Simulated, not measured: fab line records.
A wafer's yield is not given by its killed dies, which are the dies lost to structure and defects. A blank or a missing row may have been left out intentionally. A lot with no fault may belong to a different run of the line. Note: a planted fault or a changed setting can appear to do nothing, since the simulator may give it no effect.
fab line records	flow sky130
[record] lots = 24	wafers = 72	last_day = 50
route steps=708 shown CONTACT@424 METAL1@434 VIA1@478 VIA4@652
lots that met no fault: from a run of the same line without faults
start_h: hours from the record's opening day to when the first of the lot's shown wafers began	wait_h: how many hours have passed since the lot's step before this one	" unchanged from the row above	L1.1+2: one row covering several wafers at once	- no value, or no start given	* or withheld: withheld	< > ~ a bound
route shown NAME@n: names a module that has steps shown in the file, with the first one's number in the route	usual: mean and standard deviation over wafers with no fault	same: alike in all rows	chamber/n: place in a boat	sites: the reading at each site	_std_site: the standard deviation of these	_edge_site: the outer-site mean with the inner-site mean subtracted	radius_mm: how far each site lies from the wafer's centre	mask NAME#n: copy n	behind: the last tool/chamber to shape the wafer	hold: why the lot went on hold/how many hours it stayed there/how the hold came to an end	device: which transistor (n, p or np) failed to switch	end of line: tests run on the same wafers once the route is complete	where a step has no rows: the recipe by itself	killed: not the wafer's yield, but the dies lost to structure and defects at the first sort	map: the dies of a wafer, with x for killed, . for not killed, _ for no die there
set.NAME: setting as actually run; set.NAME@STEP: the setting as run at that earlier step	model.NAME: the simulator's own value behind a step, which no gauge read
route steps across a sampled set of lots; one table per step, one row per wafer
services: the hour from which a tool's chamber was out of use, counted from the record's first day as start_h (under 0 if before that day), plus the number of hours and why
[[steps]]
[step SKY_CONTACT_ETCH_18]
[recipe] target = Si3N4	chemistry = CHF3/O2	stop_on = TiN	source_w = 600	bias_w = 200	pressure_mtorr = 40	chf3_flow_sccm = 50	O2_flow_sccm = 5	time_s = 39	target_depth_a = 750
[usual] drypump_motor_current_A = 5.8/0.3	oes_product_au = 0.852/0.0082	throttle_valve_pct = 8.795/0.0086
lot.wafer	tool	chamber	start_h	wait_h	drypump_motor_current_A	oes_product_au	rf_hours_counter_h	throttle_valve_pct
L074.2	rie_diel-03	3	-	-	5.8	0.844	8	8.792
L074.3	"	2	"	"	5.6	0.857	2	8.792
L074.4	"	1	"	"	6.0	0.857	11	8.804
L075.2	rie_diel-03	3	-	-	5.9	0.848	8	8.785
L075.3	"	0	"	"	6.0	0.853	3	8.790
L075.6	"	1	"	"	6.0	0.859	-	8.795
L076.3	rie_diel-03	0	-	-	6.0	0.840	3	8.808
L076.5	"	1	"	"	6.0	0.860	-	8.796
L076.6	"	0	"	"	6.0	0.847	-	8.797
L077.1	rie_diel-03	1	-	-	6.0	0.844	12	8.793
L077.2	"	0	"	"	6.0	0.852	3	8.788
L077.4	"	3	"	"	5.8	0.865	9	8.809
L078.2	rie_diel-03	2	-	-	5.6	0.853	4	8.788
L078.3	"	3	"	"	5.9	0.856	9	8.787
L078.5	"	3	"	"	5.9	0.860	-	8.798
L079.1	rie_diel-01	2	-	-	5.3	0.849	5	8.781
L079.5	"	3	"	"	6.1	0.857	-	8.798
L079.6	"	2	"	"	5.3	0.850	-	8.799
L080.1	rie_diel-03	1	-	-	6.0	0.870	13	8.795
L080.3	"	2	"	"	5.6	0.851	4	8.799
L080.5	"	1	"	"	6.0	0.866	-	8.808
L081.1	rie_diel-01	0	-	-	5.8	0.845	32	8.799
L081.2	"	2	"	"	5.3	0.854	5	8.800
L081.3	"	1	"	"	5.6	0.837	7	8.797
L082.1	rie_diel-03	2	-	-	5.6	0.848	5	8.804
L082.4	"	1	"	"	6.0	0.840	14	8.784
L082.6	"	1	"	"	5.9	0.844	-	8.801
L083.1	rie_diel-03	0	-	-	6.0	0.850	4	8.804
L083.5	"	2	"	"	5.6	0.840	-	8.796
L083.6	"	1	"	"	6.0	0.856	-	8.786
L084.2	rie_diel-03	3	-	-	5.9	0.846	11	8.783
L084.3	"	0	"	"	6.0	0.871	5	8.797
L084.6	"	3	"	"	5.9	0.866	-	8.781
L085.1	rie_diel-03	1	-	-	6.0	0.841	15	8.800
L085.3	"	2	"	"	5.6	0.844	6	8.795
L085.4	"	0	"	"	6.0	0.844	5	8.795
L086.2	rie_diel-01	3	-	-	6.1	0.851	8	8.785
L086.3	"	0	"	"	5.7	0.846	34	8.785
L086.5	"	0	"	"	5.8	0.848	-	8.782
L087.3	rie_diel-01	1	-	-	5.6	0.860	9	8.801
L087.4	"	0	"	"	5.8	0.864	34	8.789
L087.6	"	3	"	"	6.1	0.865	-	8.800
L088.1	rie_diel-01	1	-	-	5.6	0.851	9	8.808
L088.4	"	2	"	"	5.3	0.876	-	8.794
L088.6	"	1	"	"	5.6	0.860	-	8.796
L089.2	rie_diel-01	0	-	-	5.8	0.843	0	8.784
L089.5	"	3	"	"	6.1	0.849	-	8.789
L089.6	"	0	"	"	5.8	0.856	-	8.805
L090.1	rie_diel-02	0	-	-	5.5	0.849	9	8.801
L090.2	"	3	"	"	6.2	0.845	19	8.794
L090.6	"	3	"	"	6.2	0.860	-	8.793
L091.1	rie_diel-03	0	-	-	6.0	0.856	7	8.799
L091.2	"	3	"	"	5.9	0.851	13	8.792
L091.5	"	3	"	"	5.9	0.866	-	8.807
L092.1	rie_diel-02	3	-	-	6.2	0.857	19	8.805
L092.2	"	2	"	"	5.2	0.846	17	8.788
L092.6	"	2	"	"	5.3	0.850	-	8.800
L093.2	rie_diel-03	1	-	-	6.0	0.849	16	8.796
L093.5	"	0	"	"	6.1	0.851	-	8.811
L093.6	"	3	"	"	5.9	0.844	-	8.800
L094.1	rie_diel-02	2	-	-	5.2	0.838	18	8.807
L094.2	"	0	"	"	5.5	0.848	11	8.794
L094.4	"	1	"	"	5.1	0.843	10	8.782
L095.3	rie_diel-02	2	-	-	5.2	0.862	18	8.804
L095.5	"	0	"	"	5.5	0.854	-	8.784
L095.6	"	3	"	"	6.2	0.858	-	8.798
L096.3	rie_diel-01	3	-	-	6.1	0.851	11	8.783
L096.4	"	2	"	"	5.3	0.848	9	8.804
L096.5	"	2	"	"	5.3	0.860	-	8.818
L097.2	rie_diel-02	1	-	-	5.1	0.852	11	8.779
L097.3	"	0	"	"	5.5	0.848	11	8.789
L097.4	"	3	"	"	6.2	0.855	20	8.788
[step SKY_CONTACT_STRIP_19]
[recipe] chemistry = O2/N2	power_w = 1400	pressure_mtorr = 1500	platen_temp_c = withheld	o2_flow_sccm = 3000	n2_flow_sccm = 300	overash_fraction = 0.5
[usual] drypump_motor_current_A = 5.9/0.4	oes_product_au = 0.382/0.005	strip_time_to_endpoint_s = 3.64/0.037
lot.wafer	tool	chamber	start_h	wait_h	drypump_motor_current_A	oes_product_au	rf_hours_counter_h	strip_time_to_endpoint_s
L074.2	plasma_asher-02	1	718.80	-	5.1	0.387	27	3.64
L074.3	"	0	"	"	5.9	0.372	-	3.63
L074.4	"	1	"	"	5.2	0.387	-	3.70
L075.2	plasma_asher-04	1	734.55	-	6.4	0.375	87	3.66
L075.3	"	1	"	"	6.4	0.385	-	3.62
L075.6	"	0	"	"	5.7	0.385	-	3.70
L076.3	plasma_asher-02	0	745.09	-	5.9	0.374	-	3.63
L076.5	"	1	"	"	5.1	0.385	-	3.71
L076.6	"	0	"	"	5.8	0.375	-	3.61
L077.1	plasma_asher-03	1	758.80	-	6.2	0.383	1	3.67
L077.2	"	0	"	"	6.2	0.380	1	3.61
L077.4	"	0	"	"	6.2	0.383	-	3.63
L078.2	plasma_asher-04	0	766.05	-	5.7	0.373	90	3.64
L078.3	"	1	"	"	6.3	0.379	-	3.61
L078.5	"	1	"	"	6.4	0.376	-	3.60
L079.1	plasma_asher-04	0	771.06	-	5.8	0.378	90	3.59
L079.5	"	1	"	"	6.4	0.385	-	3.60
L079.6	"	0	"	"	5.7	0.388	-	3.56
L080.1	plasma_asher-04	1	776.45	-	6.4	0.381	91	3.68
L080.3	"	1	"	"	6.3	0.386	-	3.65
L080.5	"	0	"	"	5.8	0.380	-	3.70
L081.1	plasma_asher-03	1	787.10	-	6.2	0.385	4	3.67
L081.2	"	0	"	"	6.2	0.379	4	3.58
L081.3	"	1	"	"	6.2	0.386	-	3.70
L082.1	plasma_asher-03	0	795.51	-	6.2	0.375	5	3.67
L082.4	"	0	"	"	6.2	0.390	-	3.65
L082.6	"	1	"	"	6.2	0.385	-	3.68
L083.1	plasma_asher-03	1	807.26	-	6.2	0.383	7	3.65
L083.5	"	0	"	"	6.2	0.380	-	3.63
L083.6	"	1	"	"	6.2	0.388	-	3.67
L084.2	plasma_asher-02	1	812.50	-	5.1	0.379	37	3.67
L084.3	"	1	"	"	5.1	0.377	-	3.60
L084.6	"	0	"	"	5.9	0.381	-	3.64
L085.1	plasma_asher-02	0	822.31	-	5.9	0.390	38	3.67
L085.3	"	0	"	"	5.8	0.385	-	3.63
L085.4	"	1	"	"	5.1	0.383	-	3.63
L086.2	plasma_asher-03	0	831.65	-	6.2	0.381	10	3.61
L086.3	"	0	"	"	6.2	0.374	-	3.66
L086.5	"	1	"	"	6.2	0.384	-	3.67
L087.3	plasma_asher-03	0	835.99	-	6.2	0.386	-	3.62
L087.4	"	1	"	"	6.2	0.385	-	3.65
L087.6	"	0	"	"	6.2	0.386	-	3.58
L088.1	plasma_asher-03	1	847.56	-	6.2	0.383	12	3.66
L088.4	"	0	"	"	6.2	0.380	-	3.63
L088.6	"	0	"	"	6.2	0.385	-	3.64
L089.2	plasma_asher-04	0	856.60	-	5.7	0.392	94	3.71
L089.5	"	0	"	"	5.8	0.382	-	3.61
L089.6	"	1	"	"	6.4	0.386	-	3.69
L090.1	plasma_asher-02	0	860.75	-	5.8	0.386	43	3.73
L090.2	"	1	"	"	5.1	0.382	43	3.66
L090.6	"	1	"	"	5.1	0.393	-	3.71
L091.1	plasma_asher-04	0	864.85	-	5.8	0.384	95	3.61
L091.2	"	1	"	"	6.4	0.385	95	3.59
L091.5	"	1	"	"	6.4	0.375	-	3.60
L092.1	plasma_asher-02	0	868.76	-	5.8	0.380	44	3.67
L092.2	"	1	"	"	5.1	0.383	44	3.62
L092.6	"	1	"	"	5.1	0.379	-	3.65
L093.2	plasma_asher-04	1	880.65	-	6.4	0.374	96	3.63
L093.5	"	1	"	"	6.3	0.378	-	3.58
L093.6	"	0	"	"	5.7	0.379	-	3.60
L094.1	plasma_asher-04	0	889.75	-	5.8	0.386	97	3.62
L094.2	"	1	"	"	6.3	0.388	97	3.69
L094.4	"	1	"	"	6.3	0.379	-	3.57
L095.3	plasma_asher-04	0	893.84	-	5.8	0.382	-	3.66
L095.5	"	0	"	"	5.7	0.390	-	3.71
L095.6	"	1	"	"	6.4	0.381	-	3.67
L096.3	plasma_asher-03	0	905.09	-	6.2	0.374	-	3.62
L096.4	"	1	"	"	6.2	0.374	-	3.59
L096.5	"	0	"	"	6.2	0.382	-	3.58
L097.2	plasma_asher-02	0	909.21	-	5.9	0.380	48	3.57
L097.3	"	1	"	"	5.1	0.392	-	3.65
L097.4	"	0	"	"	5.9	0.379	-	3.66
[step SKY_METAL1_SPUTTER_00]
[recipe] material = Ti	target_thk_nm = 15	power_w = 3077	time_s = 10	chamber_pressure_pa = 0.4
[usual] cathode_dc_power_W = 3077.0/0.59	throttle_valve_pct = 30.1/1.1
lot.wafer	tool	chamber	start_h	wait_h	cathode_dc_power_W	throttle_valve_pct
L074.2	pvd_sputter-04	-	720.05	0.1	3077.1	29.4
L074.3	"	-	"	"	3075.8	32.4
L074.4	"	-	"	"	3077.1	28.4
L075.2	pvd_sputter-02	-	735.89	0.2	3076.3	29.5
L075.3	"	-	"	"	3078.3	30.9
L075.6	"	-	"	"	3077.0	29.0
L076.3	pvd_sputter-03	-	746.33	0.2	3077.4	30.9
L076.5	"	-	"	"	3075.6	29.0
L076.6	"	-	"	"	3075.7	30.7
L077.1	pvd_sputter-02	-	760.05	0.2	3077.0	30.7
L077.2	"	-	"	"	3077.1	28.9
L077.4	"	-	"	"	3076.9	30.8
L078.2	pvd_sputter-02	-	767.34	0.2	3077.3	31.0
L078.3	"	-	"	"	3078.2	29.3
L078.5	"	-	"	"	3077.1	30.6
L079.1	pvd_sputter-04	-	772.35	0.2	3077.3	29.3
L079.5	"	-	"	"	3077.1	32.1
L079.6	"	-	"	"	3076.7	29.3
L080.1	pvd_sputter-03	-	777.70	0.2	3076.8	30.8
L080.3	"	-	"	"	3077.3	30.5
L080.5	"	-	"	"	3076.3	30.6
L081.1	pvd_sputter-04	-	788.35	0.2	3076.7	29.7
L081.2	"	-	"	"	3076.1	28.2
L081.3	"	-	"	"	3077.1	29.3
L082.1	pvd_sputter-03	-	796.79	0.1	3076.9	30.5
L082.4	"	-	"	"	3076.9	30.9
L082.6	"	-	"	"	3076.5	28.8
L083.1	pvd_sputter-03	-	808.55	0.2	3076.3	30.6
L083.5	"	-	"	"	3076.9	29.0
L083.6	"	-	"	"	3077.0	30.9
L084.2	pvd_sputter-03	-	813.79	0.2	3076.5	30.7
L084.3	"	-	"	"	3076.3	29.0
L084.6	"	-	"	"	3077.1	29.1
L085.1	pvd_sputter-02	-	823.57	0.1	3077.7	30.5
L085.3	"	-	"	"	3077.1	30.7
L085.4	"	-	"	"	3076.9	29.7
L086.2	pvd_sputter-03	-	832.98	0.1	3077.5	28.9
L086.3	"	-	"	"	3076.7	30.9
L086.5	"	-	"	"	3076.7	31.1
L087.3	pvd_sputter-02	-	837.20	0.2	3076.8	30.8
L087.4	"	-	"	"	3076.9	29.2
L087.6	"	-	"	"	3078.1	29.6
L088.1	pvd_sputter-04	-	848.82	0.1	3076.4	29.5
L088.4	"	-	"	"	3076.3	32.1
L088.6	"	-	"	"	3076.8	28.5
L089.2	pvd_sputter-02	-	857.99	0.2	3077.6	29.9
L089.5	"	-	"	"	3075.8	30.9
L089.6	"	-	"	"	3077.1	30.6
L090.1	pvd_sputter-02	-	862.08	0.1	3077.3	29.6
L090.2	"	-	"	"	3076.9	29.0
L090.6	"	-	"	"	3077.4	31.1
L091.1	pvd_sputter-04	-	866.15	0.1	3077.1	28.4
L091.2	"	-	"	"	3078.1	29.2
L091.5	"	-	"	"	3077.0	29.5
L092.1	pvd_sputter-03	-	870.06	0.2	3076.6	30.9
L092.2	"	-	"	"	3077.9	28.8
L092.6	"	-	"	"	3077.3	30.4
L093.2	pvd_sputter-03	-	881.90	0.2	3077.6	30.9
L093.5	"	-	"	"	3076.9	30.9
L093.6	"	-	"	"	3077.9	31.0
L094.1	pvd_sputter-03	-	890.99	0.2	3076.6	30.7
L094.2	"	-	"	"	3076.8	28.8
L094.4	"	-	"	"	3077.2	30.8
L095.3	pvd_sputter-04	-	895.06	0.1	3077.1	29.6
L095.5	"	-	"	"	3075.5	32.3
L095.6	"	-	"	"	3077.3	28.4
L096.3	pvd_sputter-02	-	906.30	0.1	3076.7	29.1
L096.4	"	-	"	"	3077.2	30.6
L096.5	"	-	"	"	3077.2	28.7
L097.2	pvd_sputter-04	-	910.45	0.2	3076.5	32.2
L097.3	"	-	"	"	3077.1	29.4
L097.4	"	-	"	"	3076.7	28.2
[step SKY_VIA1_SPUTTER_20]
[recipe] material = TiN	target_thk_nm = 20	chamber_pressure_pa = 5	power_w = 4000	time_s = 80
[usual] cathode_dc_power_W = 4000.1/0.75	throttle_valve_pct = 29.8/1.1
lot.wafer	tool	chamber	start_h	wait_h	cathode_dc_power_W	throttle_valve_pct
L074.2	pvd_sputter-02	-	778.27	0.0	3999.3	31.1
L074.3	"	-	"	"	4000.2	29.0
L074.4	"	-	"	"	4001.0	30.9
L075.2	pvd_sputter-04	-	794.31	0.0	4000.3	29.6
L075.3	"	-	"	"	4001.5	32.0
L075.6	"	-	"	"	4000.2	32.4
L076.3	pvd_sputter-02	-	804.00	0.0	4000.2	29.6
L076.5	"	-	"	"	4000.5	29.5
L076.6	"	-	"	"	4000.0	29.0
L077.1	pvd_sputter-02	-	817.60	0.0	3999.9	31.0
L077.2	"	-	"	"	3999.9	30.8
L077.4	"	-	"	"	4000.7	29.5
L078.2	pvd_sputter-02	-	824.68	0.0	3999.4	30.9
L078.3	"	-	"	"	4000.6	28.9
L078.5	"	-	"	"	4000.8	30.9
L079.1	pvd_sputter-04	-	829.00	0.0	3999.4	32.2
L079.5	"	-	"	"	4000.6	29.5
L079.6	"	-	"	"	3998.6	32.2
L080.1	pvd_sputter-02	-	834.91	0.0	3999.9	30.8
L080.3	"	-	"	"	3999.6	30.8
L080.5	"	-	"	"	4000.2	30.2
L081.1	pvd_sputter-04	-	843.86	0.0	4000.8	29.5
L081.2	"	-	"	"	4000.0	28.0
L081.3	"	-	"	"	3999.6	29.5
L082.1	pvd_sputter-02	-	852.08	0.0	4000.7	29.0
L082.4	"	-	"	"	3999.8	29.7
L082.6	"	-	"	"	3999.6	30.8
L083.1	pvd_sputter-01	-	863.65	0.0	3999.4	29.4
L083.5	"	-	"	"	4000.1	28.4
L083.6	"	-	"	"	3999.0	29.3
L084.2	pvd_sputter-02	-	868.66	0.0	4000.5	30.8
L084.3	"	-	"	"	4000.4	30.7
L084.6	"	-	"	"	3999.8	29.4
L085.1	pvd_sputter-01	-	877.00	0.0	3999.8	28.3
L085.3	"	-	"	"	4000.6	29.4
L085.4	"	-	"	"	3999.3	29.6
L086.2	pvd_sputter-01	-	886.95	0.0	4000.1	29.2
L086.3	"	-	"	"	4000.2	30.4
L086.5	"	-	"	"	4000.0	29.4
L087.3	pvd_sputter-02	-	891.61	0.0	3999.1	29.7
L087.4	"	-	"	"	3998.6	29.0
L087.6	"	-	"	"	3999.4	29.0
L088.1	pvd_sputter-04	-	903.21	0.0	3999.3	28.4
L088.4	"	-	"	"	4000.4	29.3
L088.6	"	-	"	"	3998.2	29.5
L089.2	pvd_sputter-02	-	912.50	0.0	3999.0	31.2
L089.5	"	-	"	"	4000.8	29.1
L089.6	"	-	"	"	3999.5	30.7
L090.1	pvd_sputter-04	-	915.86	0.0	4000.4	29.3
L090.2	"	-	"	"	4000.9	28.2
L090.6	"	-	"	"	3999.4	32.2
L091.1	pvd_sputter-02	-	919.56	0.0	3999.4	30.9
L091.2	"	-	"	"	3999.8	29.6
L091.5	"	-	"	"	4000.2	30.9
L092.1	pvd_sputter-02	-	923.11	0.0	4000.9	29.0
L092.2	"	-	"	"	3999.7	29.6
L092.6	"	-	"	"	3999.9	29.5
L093.2	pvd_sputter-01	-	934.40	0.0	3999.5	29.0
L093.5	"	-	"	"	3999.9	30.5
L093.6	"	-	"	"	4000.2	29.6
L094.1	pvd_sputter-04	-	942.42	0.0	3999.2	32.4
L094.2	"	-	"	"	3999.6	29.3
L094.4	"	-	"	"	4000.6	27.9
L095.3	pvd_sputter-01	-	946.78	0.0	3999.5	28.4
L095.5	"	-	"	"	3999.2	29.3
L095.6	"	-	"	"	3999.7	28.8
L096.3	pvd_sputter-04	-	957.53	0.0	4000.7	29.4
L096.4	"	-	"	"	4000.5	28.1
L096.5	"	-	"	"	4001.0	29.3
L097.2	pvd_sputter-01	-	962.46	0.0	4000.7	28.2
L097.3	"	-	"	"	3999.2	29.5
L097.4	"	-	"	"	4000.8	29.1
[step SKY_VIA4_STRIP_13]
[recipe] chemistry = O2/N2	power_w = 1400	pressure_mtorr = 1500	platen_temp_c = withheld	o2_flow_sccm = 3000	n2_flow_sccm = 300	overash_fraction = 0.5
[usual] drypump_motor_current_A = 5.6/0.46	oes_product_au = 0.710/0.0044	strip_time_to_endpoint_s = 12.80/0.03
lot.wafer	tool	chamber	start_h	wait_h	drypump_motor_current_A	oes_product_au	rf_hours_counter_h	strip_time_to_endpoint_s
L074.2	plasma_asher-02	1	993.63	-	5.1	0.714	56	12.82
L074.3	"	0	"	"	5.9	0.715	-	12.79
L074.4	"	1	"	"	5.1	0.719	-	12.80
L075.2	plasma_asher-02	1	1004.67	-	5.1	0.710	58	12.78
L075.3	"	1	"	"	5.1	0.710	-	12.78
L075.6	"	0	"	"	5.8	0.706	-	12.81
L076.3	plasma_asher-01	0	1014.76	-	5.8	0.707	-	12.79
L076.5	"	1	"	"	4.9	0.715	-	12.83
L076.6	"	0	"	"	5.8	0.701	-	12.85
L077.1	plasma_asher-01	1	1025.83	-	4.9	0.709	96	12.78
L077.2	"	0	"	"	5.8	0.716	96	12.81
L077.4	"	1	"	"	4.9	0.706	-	12.77
L078.2	plasma_asher-01	1	1031.32	-	4.9	0.708	96	12.79
L078.3	"	1	"	"	4.9	0.704	-	12.76
L078.5	"	1	"	"	4.9	0.708	-	12.88
L079.1	plasma_asher-01	1	1034.12	-	4.9	0.704	96	12.83
L079.5	"	0	"	"	5.8	0.708	-	12.87
L079.6	"	1	"	"	4.9	0.709	-	12.80
L080.1	plasma_asher-04	1	1041.58	-	6.4	0.709	113	12.79
L080.3	"	1	"	"	6.4	0.712	-	12.80
L080.5	"	0	"	"	5.8	0.707	-	12.81
L081.1	plasma_asher-01	0	1048.83	-	5.8	0.711	98	12.82
L081.2	"	1	"	"	4.9	0.711	98	12.81
L081.3	"	1	"	"	4.9	0.705	-	12.84
L082.1	plasma_asher-04	0	1055.17	-	5.8	0.715	114	12.82
L082.4	"	1	"	"	6.4	0.713	-	12.82
L082.6	"	1	"	"	6.4	0.710	-	12.82
L083.1	plasma_asher-01	0	1065.67	-	5.8	0.700	100	12.75
L083.5	"	0	"	"	5.8	0.708	-	12.74
L083.6	"	1	"	"	4.9	0.713	-	12.81
L084.2	plasma_asher-02	1	1069.28	-	5.2	0.711	64	12.82
L084.3	"	0	"	"	5.8	0.715	-	12.80
L084.6	"	1	"	"	5.1	0.713	-	12.81
L085.1	plasma_asher-02	0	1075.23	-	5.8	0.713	65	12.83
L085.3	"	0	"	"	5.8	0.710	-	12.84
L085.4	"	1	"	"	5.1	0.708	-	12.77
L086.2	plasma_asher-04	1	1083.37	-	6.4	0.713	2	12.88
L086.3	"	0	"	"	5.8	0.707	-	12.83
L086.5	"	0	"	"	5.8	0.706	-	12.88
L087.3	plasma_asher-02	0	1087.62	-	5.9	0.713	-	12.80
L087.4	"	1	"	"	5.1	0.700	-	12.83
L087.6	"	1	"	"	5.1	0.706	-	12.77
L088.1	plasma_asher-02	0	1094.67	-	5.9	0.709	67	12.84
L088.4	"	0	"	"	5.9	0.710	-	12.83
L088.6	"	1	"	"	5.1	0.710	-	12.86
L089.2	plasma_asher-04	0	1104.43	-	5.8	0.710	4	12.82
L089.5	"	1	"	"	6.4	0.705	-	12.84
L089.6	"	0	"	"	5.8	0.718	-	12.84
L090.1	plasma_asher-04	0	1106.88	-	5.7	0.713	4	12.83
L090.2	"	1	"	"	6.3	0.706	4	12.78
L090.6	"	1	"	"	6.3	0.708	-	12.80
L091.1	plasma_asher-01	1	1108.83	-	4.9	0.714	104	12.71
L091.2	"	0	"	"	5.8	0.720	104	12.81
L091.5	"	0	"	"	5.8	0.713	-	12.76
L092.1	plasma_asher-02	0	1114.82	-	5.8	0.711	68	12.81
L092.2	"	1	"	"	5.1	0.711	68	12.84
L092.6	"	1	"	"	5.1	0.715	-	12.84
L093.2	plasma_asher-02	0	1120.63	-	5.8	0.709	68	12.82
L093.5	"	1	"	"	5.1	0.711	-	12.85
L093.6	"	0	"	"	5.9	0.712	-	12.79
L094.1	plasma_asher-02	1	1129.17	-	5.1	0.711	69	12.83
L094.2	"	0	"	"	5.9	0.708	69	12.79
L094.4	"	1	"	"	5.1	0.707	-	12.78
L095.3	plasma_asher-02	1	1132.71	-	5.1	0.709	-	12.79
L095.5	"	1	"	"	5.1	0.710	-	12.78
L095.6	"	0	"	"	5.8	0.708	-	12.78
L096.3	plasma_asher-02	0	1139.60	-	5.8	0.721	-	12.78
L096.4	"	1	"	"	5.1	0.711	-	12.80
L096.5	"	1	"	"	5.1	0.710	-	12.76
L097.2	plasma_asher-01	0	1141.92	-	5.8	0.711	107	12.84
L097.3	"	1	"	"	4.9	0.712	-	12.78
L097.4	"	0	"	"	5.8	0.705	-	12.76
[step SKY_VIA4_CVD_18]
[recipe] material = W	target_thk_nm = 505	time_s = 152.14	temp_c = 400	pressure_torr = 40
[usual] heater_power_w = 769/29
lot.wafer	tool	chamber	start_h	wait_h	heater_power_w
L074.2	cvd_w-01	1	994.32	0.0	752
L074.3	"	1	"	"	761
L074.4	"	0	"	"	769
L075.2	cvd_w-01	1	1005.33	0.0	749
L075.3	"	1	"	"	770
L075.6	"	0	"	"	786
L076.3	cvd_w-02	1	1015.54	0.1	723
L076.5	"	1	"	"	745
L076.6	"	0	"	"	792
L077.1	cvd_w-01	1	1026.51	0.0	750
L077.2	"	0	"	"	775
L077.4	"	1	"	"	743
L078.2	cvd_w-02	1	1031.98	0.0	738
L078.3	"	1	"	"	728
L078.5	"	1	"	"	748
L079.1	cvd_w-01	1	1034.79	0.0	748
L079.5	"	1	"	"	756
L079.6	"	0	"	"	762
L080.1	cvd_w-02	0	1042.24	0.0	825
L080.3	"	1	"	"	730
L080.5	"	0	"	"	808
L081.1	cvd_w-02	1	1049.72	0.0	764
L081.2	"	0	"	"	786
L081.3	"	0	"	"	795
L082.1	cvd_w-02	1	1055.94	0.0	738
L082.4	"	1	"	"	732
L082.6	"	1	"	"	726
L083.1	cvd_w-01	0	1066.32	0.0	770
L083.5	"	1	"	"	774
L083.6	"	0	"	"	765
L084.2	cvd_w-02	0	1069.94	0.0	826
L084.3	"	1	"	"	730
L084.6	"	0	"	"	810
L085.1	cvd_w-01	1	1075.88	0.0	744
L085.3	"	1	"	"	762
L085.4	"	0	"	"	804
L086.2	cvd_w-02	0	1084.02	0.0	802
L086.3	"	1	"	"	744
L086.5	"	0	"	"	798
L087.3	cvd_w-02	0	1088.33	0.1	827
L087.4	"	1	"	"	749
L087.6	"	0	"	"	801
L088.1	cvd_w-02	0	1095.39	0.0	805
L088.4	"	0	"	"	802
L088.6	"	0	"	"	795
L089.2	cvd_w-02	0	1105.16	0.0	806
L089.5	"	0	"	"	834
L089.6	"	1	"	"	746
L090.1	cvd_w-01	0	1107.74	0.0	783
L090.2	"	1	"	"	759
L090.6	"	1	"	"	755
L091.1	cvd_w-02	1	1109.49	0.0	751
L091.2	"	0	"	"	803
L091.5	"	1	"	"	740
L092.1	cvd_w-01	1	1115.52	0.0	744
L092.2	"	0	"	"	784
L092.6	"	1	"	"	743
L093.2	cvd_w-01	1	1121.47	0.0	756
L093.5	"	1	"	"	776
L093.6	"	0	"	"	791
L094.1	cvd_w-01	1	1130.27	0.0	759
L094.2	"	0	"	"	781
L094.4	"	1	"	"	765
L095.3	cvd_w-02	1	1133.47	0.1	732
L095.5	"	0	"	"	830
L095.6	"	1	"	"	727
L096.3	cvd_w-02	0	1140.33	0.1	809
L096.4	"	1	"	"	740
L096.5	"	1	"	"	755
L097.2	cvd_w-01	1	1142.87	0.0	757
L097.3	"	1	"	"	741
L097.4	"	0	"	"	782
[[services]]
tool	chamber	start_h	hours	kind
plasma_asher-04	-	694.82	4.3	repair
pvd_sputter-02	-	707.91	2.9	repair
rie_diel-03	2	727.63	5.0	repair
plasma_asher-04	-	740.58	4.5	repair
plasma_asher-02	-	760.17	2.8	pm
rie_diel-03	0	761.57	12.7	repair
plasma_asher-04	-	787.72	27.8	repair
plasma_asher-04	-	788.00	0.8	repair
pvd_sputter-04	-	803.60	1.3	repair
plasma_asher-04	-	815.53	14.6	pm
pvd_sputter-04	-	822.14	5.7	repair
plasma_asher-04	-	823.40	9.9	repair
rie_diel-03	1	865.51	3.0	repair
rie_diel-03	-	931.86	0.5	repair
pvd_sputter-02	-	937.96	15.0	repair
rie_diel-03	3	954.49	11.0	repair
plasma_asher-04	-	957.43	5.1	repair
rie_diel-03	0	996.51	8.5	repair
rie_diel-03	1	1020.61	2.5	repair
plasma_asher-04	-	1055.27	9.0	pm
rie_diel-03	-	1083.61	0.2	repair
pvd_sputter-02	-	1085.94	2.8	repair
plasma_asher-02	-	1099.79	14.6	pm
rie_diel-03	-	1102.33	4.3	pm
[[key]]
fault none
